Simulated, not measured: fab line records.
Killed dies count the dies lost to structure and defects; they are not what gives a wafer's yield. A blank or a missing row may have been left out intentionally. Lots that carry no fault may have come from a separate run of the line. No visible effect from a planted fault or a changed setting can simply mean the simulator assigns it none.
fab line records	flow sky130
record: lots: 5	wafers: 23
route steps=708 shown LI_CONTACT@382 CONTACT@429 METAL1@435 VIA1@458 METAL2@487 VIA2@509
start-h: start of the lot's first displayed wafer, in hours after the record's first day	wait-h: how many hours have passed since the lot's step before this one	" same as the row above	L1.1+2: a single row standing in for several wafers	- value missing, or start not given	* or withheld: withheld	< > ~ a bound
route shown NAME@n: NAME is a module with steps in the file, n the number in the route of the first one	usual: mean/standard deviation taken from wafers without a fault	same: alike in all rows	chamber/n: place in a boat	sites: readings site by site	_std_site: their standard deviation	_edge_site: mean of outer sites minus mean of inner sites	radius-mm: for every site, how far away it sits from the centre of the wafer	mask NAME#n: copy n	behind: tool/chamber where the wafer was last shaped	hold: why the lot went on hold/how many hours it stayed there/how the hold came to an end	device: which transistor (n, p or np) failed to switch	end of line: the tests these same wafers got at the end of their route	step lacking rows: just its recipe	killed: count of dies lost to structure and defects at first sort (not the wafer's yield)	map: shows each die of a wafer: x if killed, . if not, _ if none is there
set.NAME: the setting that was run; set.NAME@STEP: the one run at that earlier step	model.NAME: the simulator's own value behind a step, which no gauge read
lots whose settings were changed on purpose; a table a step, a row a wafer
== steps ==
step: SKY_LI_CONTACT_SPUTTER_20
recipe: material: TiN	target-thk-nm: 20	chamber-pressure-pa: 5	power-w: 4000	time-s: 80
lot.wafer	tool	chamber	start-h	wait-h	set.power-w	model.TiN_of_LI_CONTACT_SPUTTER_20.thk-nm
L075.1	pvd-sputter-02	-	700.82	0.0	4000	19.91
L075.2	"	-	"	"	4000	20.05
L075.3	"	-	"	"	3839	19.47
L075.4	"	-	"	"	4000	19.72
L075.6	"	-	"	"	3839	19.36
L077.2	pvd-sputter-03	-	724.06	0.0	4000	19.92
L077.3	"	-	"	"	4000	19.94
L077.5	"	-	"	"	4000	19.86
L079.1	pvd-sputter-04	-	737.47	0.0	3541	17.91
L079.2	"	-	"	"	4000	20.24
L079.4	"	-	"	"	3541	17.71
L079.5	"	-	"	"	4000	19.92
L079.6	"	-	"	"	3541	17.76
L081.1	pvd-sputter-03	-	748.94	0.0	4000	19.81
L081.2	"	-	"	"	4000	20.22
L081.3	"	-	"	"	4000	20
L081.4	"	-	"	"	4000	20.25
L081.6	"	-	"	"	4000	20.04
L085.1	pvd-sputter-03	-	768.70	0.0	4000	20.26
L085.2	"	-	"	"	3638	18.23
L085.4	"	-	"	"	4000	19.87
L085.5	"	-	"	"	3638	18.35
L085.6	"	-	"	"	4000	20.03
step: SKY_CONTACT_SPUTTER_23
recipe: material: TiN	target-thk-nm: 20	chamber-pressure-pa: 5	power-w: 4000	time-s: 80
lot.wafer	tool	chamber	start-h	wait-h	set.time-s	model.TiN_of_CONTACT_SPUTTER_23.thk-nm
L075.1	pvd-sputter-01	-	759.31	0.0	83.39	20.5
L075.2	"	-	"	"	83.39	20.78
L075.3	"	-	"	"	80	19.85
L075.4	"	-	"	"	80	19.92
L075.6	"	-	"	"	80	19.73
L077.2	pvd-sputter-04	-	781.48	0.0	80	20.26
L077.3	"	-	"	"	80	20.34
L077.5	"	-	"	"	80	20.14
L079.1	pvd-sputter-04	-	795.22	0.0	80	20.21
L079.2	"	-	"	"	76.15	18.98
L079.4	"	-	"	"	80	20.29
L079.5	"	-	"	"	76.15	18.93
L079.6	"	-	"	"	80	20.13
L081.1	pvd-sputter-03	-	806.06	0.0	80	19.86
L081.2	"	-	"	"	80	20.25
L081.3	"	-	"	"	80	19.93
L081.4	"	-	"	"	80	19.92
L081.6	"	-	"	"	80	20.02
L085.1	pvd-sputter-04	-	825.43	0.0	80	19.71
L085.2	"	-	"	"	89.99	22.22
L085.4	"	-	"	"	89.99	22.46
L085.5	"	-	"	"	80	19.93
L085.6	"	-	"	"	80	19.65
step: SKY_METAL1_SPUTTER_01
recipe: material: TiN	target-thk-nm: 20	power-w: 6500	time-s: 16.7	chamber-pressure-pa: 0.4
lot.wafer	tool	chamber	start-h	wait-h	set.power-w	model.TiN_of_METAL1_SPUTTER_01.thk-nm
L075.1	pvd-sputter-02	-	759.98	0.0	6500	20.11
L075.2	"	-	"	"	6500	19.98
L075.3	"	-	"	"	6500	19.77
L075.4	"	-	"	"	6500	20.32
L075.6	"	-	"	"	6500	19.85
L077.2	pvd-sputter-01	-	782.16	0.0	6500	19.91
L077.3	"	-	"	"	6500	19.65
L077.5	"	-	"	"	6500	19.97
L079.1	pvd-sputter-02	-	795.89	0.0	6500	20.31
L079.2	"	-	"	"	6500	19.69
L079.4	"	-	"	"	6500	19.88
L079.5	"	-	"	"	6500	19.91
L079.6	"	-	"	"	6500	20.08
L081.1	pvd-sputter-01	-	806.73	0.0	6500	20.17
L081.2	"	-	"	"	6903	21.34
L081.3	"	-	"	"	6903	21.21
L081.4	"	-	"	"	6903	20.93
L081.6	"	-	"	"	6500	19.96
L085.1	pvd-sputter-02	-	826.10	0.0	6500	20.03
L085.2	"	-	"	"	6500	19.79
L085.4	"	-	"	"	5898	17.95
L085.5	"	-	"	"	6500	19.9
L085.6	"	-	"	"	5898	18.06
step: SKY_METAL1_METAL_ETCH_19
recipe: target-depth-a: 3600	stop-on: SiO2	over-etch-frac: 0.3	time-s: 78	chemistry: Cl2/BCl3	resist-sidewall-deg: 88	pressure-mtorr: 10	icp-w: 900	bias-w: 48.5	Cl2_flow_sccm: 60	bcl3-flow-sccm: 30
usual: oes-product-au: 0.856/0.0054
lot.wafer	tool	chamber	start-h	wait-h	set.over-etch-frac	oes-product-au
L075.1	rie-metal-04	1	786.69	0.0	0.3	0.855
L075.2	"	0	"	"	0.2727	0.866
L075.3	"	1	"	"	0.2727	0.860
L075.4	"	0	"	"	0.3	0.856
L075.6	"	0	"	"	0.2727	0.862
L077.2	rie-metal-04	1	809.53	0.0	0.3	0.856
L077.3	"	1	"	"	0.3	0.854
L077.5	"	1	"	"	0.3	0.857
L079.1	rie-metal-03	0	822.29	0.0	0.236	0.881
L079.2	"	1	"	"	0.236	0.877
L079.4	"	0	"	"	0.3	0.849
L079.5	"	1	"	"	0.3	0.859
L079.6	"	0	"	"	0.3	0.854
L081.1	rie-metal-03	0	833.27	0.1	0.3	0.850
L081.2	"	0	"	"	0.3	0.855
L081.3	"	0	"	"	0.2439	0.871
L081.4	"	0	"	"	0.3	0.845
L081.6	"	0	"	"	0.2439	0.871
L085.1	rie-metal-03	0	851.83	0.0	0.3678	0.829
L085.2	"	1	"	"	0.3	0.865
L085.4	"	0	"	"	0.3678	0.836
L085.5	"	0	"	"	0.3678	0.838
L085.6	"	1	"	"	0.3	0.847
step: SKY_VIA1_HDPCVD_00
recipe: material: SiO2	target-thk-nm: 1030	sigma-open-frac: 0.3	time-s: 171.7	temp-c: 400	sih4-flow-sccm: 60	pressure-mtorr: 6
lot.wafer	tool	chamber	start-h	wait-h	set.sih4-flow-sccm	model.SiO2_of_VIA1_HDPCVD_00.thk-nm
L075.1	hdpcvd-01	0	787.37	0.0	54.58	-
L075.2	"	2	"	"	54.58	928.6
L075.3	"	0	"	"	54.58	926.7
L075.4	"	2	"	"	60	1031
L075.6	"	2	"	"	60	-
L077.2	hdpcvd-02	1	810.22	0.0	60	1037
L077.3	"	2	"	"	60	1032
L077.5	"	0	"	"	60	1031
L079.1+2	hdpcvd-02	2,0	823.01	0.0	60	-
L079.4	"	1	"	"	57.22	-
L079.5	"	2	"	"	57.22	990.5
L079.6	"	0	"	"	60	1039
L081.1	hdpcvd-01	0	834.04	0.0	51.11	907.6
L081.2	"	1	"	"	60	1063
L081.3	"	2	"	"	51.11	903.3
L081.4	"	2	"	"	51.11	920.4
L081.6	"	0	"	"	60	1057
L085.1+6	hdpcvd-02	1	852.55	0.0	60	-
L085.2	"	2	"	"	60	1013
L085.4	"	0	"	"	55.48	941.7
L085.5	"	2	"	"	55.48	940.2
step: SKY_VIA1_THK_MEAS_01
recipe: reads: SiO2_of_VIA1_HDPCVD_00
usual: VIA1_HDPCVD_THK: 1035/12
lot.wafer	tool	chamber	start-h	wait-h	set.sih4-flow-sccm@VIA1_HDPCVD_00	VIA1_HDPCVD_THK[nm]
L075.1	film-metro-04	-	787.54	0.1	54.58	938
L075.2	"	-	"	"	54.58	928
L075.3	"	-	"	"	54.58	927
L075.4	"	-	"	"	60	1031
L075.6	"	-	"	"	60	1021
L077.2	film-metro-04	-	810.34	0.1	60	1036
L077.3	"	-	"	"	60	1032
L077.5	"	-	"	"	60	1031
L079.1	film-metro-02	-	823.12	0.1	60	1036
L079.2	"	-	"	"	60	1034
L079.4	"	-	"	"	57.22	992
L079.5	"	-	"	"	57.22	990
L079.6	"	-	"	"	60	1038
L081.1	film-metro-04	-	834.15	0.1	51.11	908
L081.2	"	-	"	"	60	1062
L081.3	"	-	"	"	51.11	903
L081.4	"	-	"	"	51.11	920
L081.6	"	-	"	"	60	1057
L085.1	film-metro-02	-	852.66	0.1	60	1013
L085.2	"	-	"	"	60	1014
L085.4	"	-	"	"	55.48	942
L085.5	"	-	"	"	55.48	941
L085.6	"	-	"	"	60	1021
step: SKY_VIA1_ETCH_15
recipe: target: SiO2	chemistry: C4F8/O2/Ar	target-depth-nm: 351	stop-on: TiN	mask-material: KrF-thick	source-w: 1500	bias-w: 1200	pressure-mtorr: 40	c4f8-flow-sccm: withheld	O2_flow_sccm: 6	Ar_flow_sccm: 300	time-s: 54
lot.wafer	tool	chamber	start-h	wait-h	set.time-s	model.KrF-thick_of_VIA1_COAT_07.thk-nm
L075.1	rie-diel-02	2	815.20	0.0	54	323.8
L075.2	"	3	"	"	47.31	328.8
L075.3	"	1	"	"	54	324.3
L075.4	"	0	"	"	54	322.8
L075.6	"	1	"	"	47.31	331.2
L077.2	rie-diel-04	2	837.22	0.0	54	321.9
L077.3	"	3	"	"	54	322.1
L077.5	"	0	"	"	54	324.2
L079.1	rie-diel-02	2	849.47	0.0	54	321.3
L079.2	"	0	"	"	54	325
L079.4	"	3	"	"	54	320.4
L079.5	"	1	"	"	54	323.9
L079.6	"	0	"	"	54	324
L081.1	rie-diel-02	3	860.22	0.0	54	320.7
L081.2	"	0	"	"	60.51	314.1
L081.3	"	1	"	"	54	323.8
L081.4	"	2	"	"	60.51	314.7
L081.6	"	0	"	"	54	322.9
L085.1	rie-diel-01	0	878.25	0.0	59.18	320.1
L085.2	"	3	"	"	54	326.1
L085.4	"	1	"	"	54	325.2
L085.5	"	1	"	"	59.18	318.6
L085.6	"	0	"	"	54	326.4
step: SKY_VIA1_CVD_21
recipe: material: W	target-thk-nm: 270	time-s: 80.902	temp-c: 400	pressure-torr: 40
lot.wafer	tool	chamber	start-h	wait-h	set.pressure-torr	model.W_of_VIA1_CVD_21.thk-nm
L075.1	cvd-w-01	0	815.90	0.0	34.36	249.8
L075.2	"	1	"	"	34.36	250.5
L075.3	"	1	"	"	34.36	249.2
L075.4	"	0	"	"	34.36	251.2
L075.6	"	0	"	"	34.36	251.5
L077.2	cvd-w-02	0	837.92	0.0	40	266.9
L077.3	"	0	"	"	40	265.5
L077.5	"	1	"	"	40	274.7
L079.1	cvd-w-02	0	850.18	0.0	42.51	272
L079.2+5	"	1	"	"	42.51	280.2
L079.4	"	1	"	"	42.51	278.9
L079.6	"	0	"	"	42.51	273.9
L081.1	cvd-w-01	0	860.92	0.0	34.8	251.4
L081.2+4	"	1	"	"	34.8	249.8
L081.3	"	0	"	"	34.8	253.1
L081.6	"	0	"	"	34.8	252
L085.1	cvd-w-02	1	879.31	0.0	45.9	289.2
L085.2	"	0	"	"	45.9	287.1
L085.4	"	0	"	"	45.9	286
L085.5	"	1	"	"	45.9	289.9
L085.6	"	0	"	"	45.9	284.8
step: SKY_VIA1_RS_MEAS_22
recipe: thk-meas-gauge: four-point-probe	reads: W_of_VIA1_CVD_21+TiN_of_VIA1_SPUTTER_20
usual: VIA1_W_RS: 0.429/0.0048
lot.wafer	tool	chamber	start-h	wait-h	set.pressure-torr@VIA1_CVD_21	VIA1_W_RS[ohm/sq]
L075.1	film-metro-04	-	815.99	0.1	34.36	0.461
L075.2	"	-	"	"	34.36	0.460
L075.3	"	-	"	"	34.36	0.464
L075.4	"	-	"	"	34.36	0.459
L075.6	"	-	"	"	34.36	0.458
L077.2	film-metro-02	-	838.03	0.1	40	0.431
L077.3	"	-	"	"	40	0.433
L077.5	"	-	"	"	40	0.418
L079.1	film-metro-02	-	850.27	0.1	42.51	0.423
L079.2	"	-	"	"	42.51	0.411
L079.4	"	-	"	"	42.51	0.412
L079.5	"	-	"	"	42.51	0.410
L079.6	"	-	"	"	42.51	0.420
L081.1	film-metro-04	-	861.02	0.1	34.8	0.457
L081.2	"	-	"	"	34.8	0.461
L081.3	"	-	"	"	34.8	0.455
L081.4	"	-	"	"	34.8	0.461
L081.6	"	-	"	"	34.8	0.457
L085.1	film-metro-04	-	879.40	0.1	45.9	0.397
L085.2	"	-	"	"	45.9	0.400
L085.4	"	-	"	"	45.9	0.402
L085.5	"	-	"	"	45.9	0.396
L085.6	"	-	"	"	45.9	0.404
step: SKY_VIA1_THK_MEAS_23
recipe: thk-meas-gauge: xrf	reads: W_of_VIA1_CVD_21
usual: VIA1_W_THK: 264/3.2
lot.wafer	tool	chamber	start-h	wait-h	set.pressure-torr@VIA1_CVD_21	VIA1_W_THK[nm]
L075.1	film-metro-04	-	816.11	0.1	34.36	246
L075.2	"	-	"	"	34.36	247
L075.3	"	-	"	"	34.36	246
L075.4	"	-	"	"	34.36	248
L075.6	"	-	"	"	34.36	248
L077.2	film-metro-02	-	838.14	0.1	40	264
L077.3	"	-	"	"	40	263
L077.5	"	-	"	"	40	273
L079.1	film-metro-02	-	850.39	0.1	42.51	268
L079.2	"	-	"	"	42.51	276
L079.4	"	-	"	"	42.51	274
L079.5	"	-	"	"	42.51	277
L079.6	"	-	"	"	42.51	270
L081.1	film-metro-04	-	861.14	0.1	34.8	248
L081.2	"	-	"	"	34.8	245
L081.3	"	-	"	"	34.8	249
L081.4	"	-	"	"	34.8	245
L081.6	"	-	"	"	34.8	248
L085.1	film-metro-04	-	879.52	0.1	45.9	284
L085.2	"	-	"	"	45.9	283
L085.4	"	-	"	"	45.9	281
L085.5	"	-	"	"	45.9	285
L085.6	"	-	"	"	45.9	280
step: SKY_METAL2_SPUTTER_04
recipe: material: TiN	target-thk-nm: 70	power-w: 6500	time-s: 58.3	chamber-pressure-pa: 0.4
lot.wafer	tool	chamber	start-h	wait-h	set.time-s	model.TiN_of_METAL2_SPUTTER_04.thk-nm
L075.1	pvd-sputter-01	-	816.57	0.0	64.52	79.14
L075.2	"	-	"	"	58.3	70.27
L075.3	"	-	"	"	58.3	70.43
L075.4	"	-	"	"	58.3	71.6
L075.6	"	-	"	"	64.52	77.91
L077.2	pvd-sputter-01	-	838.59	0.0	58.3	70.78
L077.3	"	-	"	"	58.3	69.96
L077.5	"	-	"	"	58.3	71.39
L079.1	pvd-sputter-01	-	850.84	0.0	50.44	60.59
L079.2	"	-	"	"	50.44	61.92
L079.4	"	-	"	"	50.44	60.73
L079.5	"	-	"	"	58.3	71.59
L079.6	"	-	"	"	58.3	70.62
L081.1	pvd-sputter-01	-	861.59	0.0	58.3	70.86
L081.2	"	-	"	"	58.3	70.91
L081.3	"	-	"	"	58.3	70.34
L081.4	"	-	"	"	58.3	69.85
L081.6	"	-	"	"	58.3	71.38
L085.1	pvd-sputter-02	-	879.98	0.0	49.58	58.63
L085.2	"	-	"	"	58.3	69.85
L085.4	"	-	"	"	58.3	70.05
L085.5	"	-	"	"	58.3	68.94
L085.6	"	-	"	"	49.58	59.23
step: SKY_METAL2_METAL_ETCH_19
recipe: target-depth-a: 3600	stop-on: SiO2	over-etch-frac: 0.3	time-s: 78	chemistry: Cl2/BCl3	resist-sidewall-deg: 88	pressure-mtorr: 10	icp-w: 900	bias-w: 48.5	Cl2_flow_sccm: 60	bcl3-flow-sccm: 30
usual: oes-product-au: 0.855/0.006
lot.wafer	tool	chamber	start-h	wait-h	set.time-s	oes-product-au	model.KrF-thick_of_METAL2_COAT_10.thk-nm
L075.1	rie-metal-03	0	843.00	0.1	83.29	0.837	-
L075.2	"	0	"	"	78	0.864	166.7
L075.3	"	0	"	"	83.29	0.845	147.1
L075.4	"	0	"	"	78	0.857	164.5
L075.6	"	0	"	"	78	0.847	-
L077.2	rie-metal-04	0	864.09	0.0	78	0.868	161.6
L077.3	"	1	"	"	78	0.864	157.7
L077.5	"	1	"	"	78	0.846	156.7
L079.1	rie-metal-04	1	876.03	0.0	78	0.861	-
L079.2	"	0	"	"	78	0.839	-
L079.4	"	1	"	"	78	0.868	-
L079.5	"	0	"	"	78	0.858	155.1
L079.6	"	1	"	"	78	0.859	155.9
L081.1	rie-metal-01	0	887.66	0.0	68.38	0.923	182.3
L081.2	"	1	"	"	68.38	0.922	179.6
L081.3	"	1	"	"	78	0.852	151.7
L081.4	"	0	"	"	78	0.846	153.9
L081.6	"	0	"	"	68.38	0.932	182
L085.1	rie-metal-04	0	905.38	0.0	78	0.872	-
L085.2	"	1	"	"	68.3	0.920	186.2
L085.4	"	1	"	"	68.3	0.922	187
L085.5	"	1	"	"	78	0.847	158.2
L085.6	"	0	"	"	78	0.834	-
step: SKY_METAL2_STRIP_20
recipe: chemistry: O2/N2	power-w: 1400	pressure-mtorr: 1500	platen-temp-c: withheld	o2-flow-sccm: 3000	n2-flow-sccm: 300	overash-fraction: 0.5
usual: strip-time-to-endpoint-s: 2.69/0.048
lot.wafer	tool	chamber	start-h	wait-h	set.time-s@METAL2_METAL_ETCH_19	strip-time-to-endpoint-s
L075.1	plasma-asher-02	1	843.18	0.1	83.29	2.57
L075.2	"	0	"	"	78	2.79
L075.3	"	0	"	"	83.29	2.55
L075.4	"	1	"	"	78	2.76
L075.6	"	0	"	"	78	2.76
L077.2	plasma-asher-03	1	864.18	0.1	78	2.73
L077.3	"	1	"	"	78	2.68
L077.5	"	0	"	"	78	2.67
L079.1	plasma-asher-02	1	876.12	0.1	78	2.65
L079.2	"	0	"	"	78	2.67
L079.4	"	0	"	"	78	2.68
L079.5	"	1	"	"	78	2.65
L079.6	"	0	"	"	78	2.67
L081.1	plasma-asher-04	0	887.75	0.1	68.38	2.96
L081.2	"	1	"	"	68.38	2.91
L081.3	"	0	"	"	78	2.61
L081.4	"	1	"	"	78	2.64
L081.6	"	1	"	"	68.38	2.95
L085.1	plasma-asher-04	1	905.47	0.1	78	2.71
L085.2	"	0	"	"	68.3	3.00
L085.4	"	0	"	"	68.3	3.00
L085.5	"	0	"	"	78	2.70
L085.6	"	1	"	"	78	2.71
step: SKY_VIA2_CMP_02
recipe: material: SiO2	down-force-psi: 4	platen-rpm: 60	pad-velocity-m-s: 0.94248
lot.wafer	tool	chamber	start-h	wait-h	set.leave-above-ref-nm	model.SiO2_of_VIA2_HDPCVD_00.thk-nm
L075.1	cmp-02	1	843.96	0.1	530.4	533.3
L075.4	"	2	"	"	495	494.5
L075.2	"	3	"	"	530.4	531.8
L075.3	"	0	"	"	530.4	533
L075.6	"	1	"	"	495	497.4
L077.3	cmp-02	0	865.00	0.0	495	496.7
L077.2	"	1	"	"	495	497.2
L077.5	"	1	"	"	495	497.7
L079.1	cmp-02	2	877.00	0.1	478.9	478
L079.2	"	3	"	"	495	495.3
L079.4	"	0	"	"	478.9	480.5
L079.6	"	1	"	"	495	497.1
L079.5	"	2	"	"	478.9	477.6
L081.4	cmp-02	1	888.60	0.0	495	496.3
L081.1	"	2	"	"	495	493.5
L081.3	"	3	"	"	495	495.1
L081.2	"	0	"	"	495	495.9
L081.6	"	1	"	"	495	497
L085.2	cmp-02	3	906.26	0.0	495	495.1
L085.4	"	0	"	"	495	496
L085.1	"	2	"	"	495	493.6
L085.6	"	3	"	"	495	495.8
L085.5	"	0	"	"	495	496.5
step: SKY_VIA2_ETCH_14
recipe: chemistry: N2/H2	target: BARC	ion-energy-ev: 200	source-w: 500	bias-w: 100	pressure-mtorr: 30	n2-flow-sccm: 100	h2-flow-sccm: 200	stop-on: SiO2	time-s: 45.9	target-depth-a: 600
lot.wafer	tool	chamber	start-h	wait-h	set.bias-w
L075.1+3+6	rie-diel-02	0,3,0	869.99	0.0	111.3
L075.2+4	"	1,2	"	"	100
L077.2+3+5	rie-diel-03	1,2,0	891.69	0.0	100
L079.1+2+4+5+6	rie-diel-03	3,1,0,3,2	902.66	0.0	100
L081.1+2	rie-diel-04	3,2	914.56	0.0	106.1
L081.3+4+6	"	0,1,0	"	"	100
L085.1+2+4	rie-diel-04	2,3,1	931.14	0.0	94.84
L085.5+6	"	0,3	"	"	100
step: SKY_VIA2_ETCH_15
recipe: target: SiO2	chemistry: C4F8/O2/Ar	target-depth-nm: 546	stop-on: TiN	mask-material: KrF-thick	source-w: 1500	bias-w: 1200	pressure-mtorr: 40	c4f8-flow-sccm: withheld	O2_flow_sccm: 6	Ar_flow_sccm: 300	time-s: 84
usual: oes-product-au: 0.941/0.0054
lot.wafer	tool	chamber	start-h	wait-h	set.leave-above-ref-nm@VIA2_CMP_02	oes-product-au	model.etch.depth-nm	model.VIA2.feature-depth-nm
L075.1	rie-diel-02	0	870.04	0.0	530.4	0.981	-	533.2
L075.2	"	1	"	"	530.4	0.968	531.8	531.8
L075.3	"	3	"	"	530.4	0.979	532.9	532.9
L075.4	"	2	"	"	495	0.937	494.5	494.5
L075.6	"	0	"	"	495	0.939	-	497.3
L077.2	rie-diel-03	1	891.74	0.0	495	0.953	497.2	497.2
L077.3	"	2	"	"	495	0.949	496.7	496.7
L077.5	"	0	"	"	495	0.932	497.7	497.7
L079.1	rie-diel-03	3	902.70	0.0	478.9	0.915	-	478
L079.2	"	1	"	"	495	0.945	-	495.3
L079.4	"	0	"	"	478.9	0.924	-	480.5
L079.5	"	3	"	"	478.9	0.919	477.6	477.6
L079.6	"	2	"	"	495	0.943	497.1	497.1
L081.1	rie-diel-04	3	914.60	0.0	495	0.939	493.4	493.4
L081.2	"	2	"	"	495	0.943	-	495.8
L081.3	"	0	"	"	495	0.942	-	495.1
L081.4	"	1	"	"	495	0.943	-	496.3
L081.6	"	0	"	"	495	0.943	497	497
L085.1	rie-diel-04	2	931.18	0.0	495	0.944	-	493.6
L085.2	"	3	"	"	495	0.944	495.1	495.1
L085.4	"	1	"	"	495	0.947	-	496
L085.5	"	0	"	"	495	0.940	496.5	496.5
L085.6	"	3	"	"	495	0.942	-	495.8
step: SKY_VIA2_SPUTTER_20
recipe: material: TiN	target-thk-nm: 20	chamber-pressure-pa: 5	power-w: 4000	time-s: 80
lot.wafer	tool	chamber	start-h	wait-h	set.time-s	model.TiN_of_VIA2_SPUTTER_20.thk-nm
L075.1	pvd-sputter-04	-	870.69	0.0	80	20.03
L075.2	"	-	"	"	80	19.78
L075.3	"	-	"	"	80	20.08
L075.4	"	-	"	"	80	19.94
L075.6	"	-	"	"	80	19.84
L077.2	pvd-sputter-03	-	892.39	0.0	80	20.16
L077.3	"	-	"	"	80	20.08
L077.5	"	-	"	"	80	20.07
L079.1	pvd-sputter-03	-	903.38	0.0	80	19.66
L079.2	"	-	"	"	80	19.92
L079.4	"	-	"	"	80	19.78
L079.5	"	-	"	"	80	19.96
L079.6	"	-	"	"	80	19.6
L081.1+4	pvd-sputter-04	-	915.73	0.0	84.54	21.42
L081.2	"	-	"	"	80	19.92
L081.3	"	-	"	"	80	20.29
L081.6	"	-	"	"	84.54	21.14
L085.1	pvd-sputter-03	-	931.84	0.0	80	20.02
L085.2	"	-	"	"	80	19.92
L085.4	"	-	"	"	91.37	22.83
L085.5	"	-	"	"	80	20.04
L085.6	"	-	"	"	91.37	22.98
== key ==
split: step: SKY_LI_CONTACT_SPUTTER_20	setting: power-w	stated: 4000	by: wafer
response: step: SKY_LI_CONTACT_SPUTTER_20	reading: model.TiN_of_LI_CONTACT_SPUTTER_20.thk-nm	change: +0.192	per: 1%	r: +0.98
split: step: SKY_CONTACT_SPUTTER_23	setting: time-s	stated: 80	by: wafer
response: step: SKY_CONTACT_SPUTTER_23	reading: model.TiN_of_CONTACT_SPUTTER_23.thk-nm	change: +0.211	per: 1%	r: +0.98
split: step: SKY_METAL1_SPUTTER_01	setting: power-w	stated: 6500	by: wafer
response: step: SKY_METAL1_SPUTTER_01	reading: model.TiN_of_METAL1_SPUTTER_01.thk-nm	change: +0.196	per: 1%	r: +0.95
split: step: SKY_METAL1_METAL_ETCH_19	setting: over-etch-frac	stated: 0.3	by: wafer
response: step: SKY_METAL1_METAL_ETCH_19	reading: oes-product-au	change: -0.00106	per: 1%	r: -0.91
split: step: SKY_VIA1_HDPCVD_00	setting: sih4-flow-sccm	stated: 60	by: wafer
response: step: SKY_VIA1_HDPCVD_00	reading: model.SiO2_of_VIA1_HDPCVD_00.thk-nm	change: +10.3	per: 1%	r: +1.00
response: step: SKY_VIA1_THK_MEAS_01	reading: VIA1_HDPCVD_THK	change: +10.1	per: 1%	r: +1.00
split: step: SKY_VIA1_ETCH_15	setting: time-s	stated: 54	by: wafer
response: step: SKY_VIA1_ETCH_15	reading: model.KrF-thick_of_VIA1_COAT_07.thk-nm	change: -0.613	per: 1%	r: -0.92
split: step: SKY_VIA1_CVD_21	setting: pressure-torr	stated: 40	by: lot
response: step: SKY_VIA1_CVD_21	reading: model.W_of_VIA1_CVD_21.thk-nm	change: +1.3	per: 1%	r: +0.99
response: step: SKY_VIA1_RS_MEAS_22	reading: VIA1_W_RS	change: -0.00214	per: 1%	r: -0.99
response: step: SKY_VIA1_THK_MEAS_23	reading: VIA1_W_THK	change: +1.28	per: 1%	r: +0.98
split: step: SKY_METAL2_SPUTTER_04	setting: time-s	stated: 58.3	by: wafer
response: step: SKY_METAL2_SPUTTER_04	reading: model.TiN_of_METAL2_SPUTTER_04.thk-nm	change: +0.727	per: 1%	r: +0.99
split: step: SKY_METAL2_METAL_ETCH_19	setting: time-s	stated: 78	by: wafer
response: step: SKY_METAL2_METAL_ETCH_19	reading: oes-product-au	change: -0.00544	per: 1%	r: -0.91
response: step: SKY_METAL2_METAL_ETCH_19	reading: model.KrF-thick_of_METAL2_COAT_10.thk-nm	change: -2.34	per: 1%	r: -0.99
response: step: SKY_METAL2_STRIP_20	reading: strip-time-to-endpoint-s	change: *	per: 1%	r: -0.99
split: step: SKY_VIA2_CMP_02	setting: leave-above-ref-nm	stated: 495	by: wafer
response: step: SKY_VIA2_CMP_02	reading: model.SiO2_of_VIA2_HDPCVD_00.thk-nm	change: +5.18	per: 1%	r: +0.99
response: step: SKY_VIA2_ETCH_15	reading: oes-product-au	change: +0.00573	per: 1%	r: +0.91
response: step: SKY_VIA2_ETCH_15	reading: model.etch.depth-nm	change: +5.39	per: 1%	r: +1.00
response: step: SKY_VIA2_ETCH_15	reading: model.VIA2.feature-depth-nm	change: +5.18	per: 1%	r: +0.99
split: step: SKY_VIA2_ETCH_14	setting: bias-w	stated: 100	by: wafer
response none clear
split: step: SKY_VIA2_SPUTTER_20	setting: time-s	stated: 80	by: wafer
response: step: SKY_VIA2_SPUTTER_20	reading: model.TiN_of_VIA2_SPUTTER_20.thk-nm	change: +0.206	per: 1%	r: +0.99
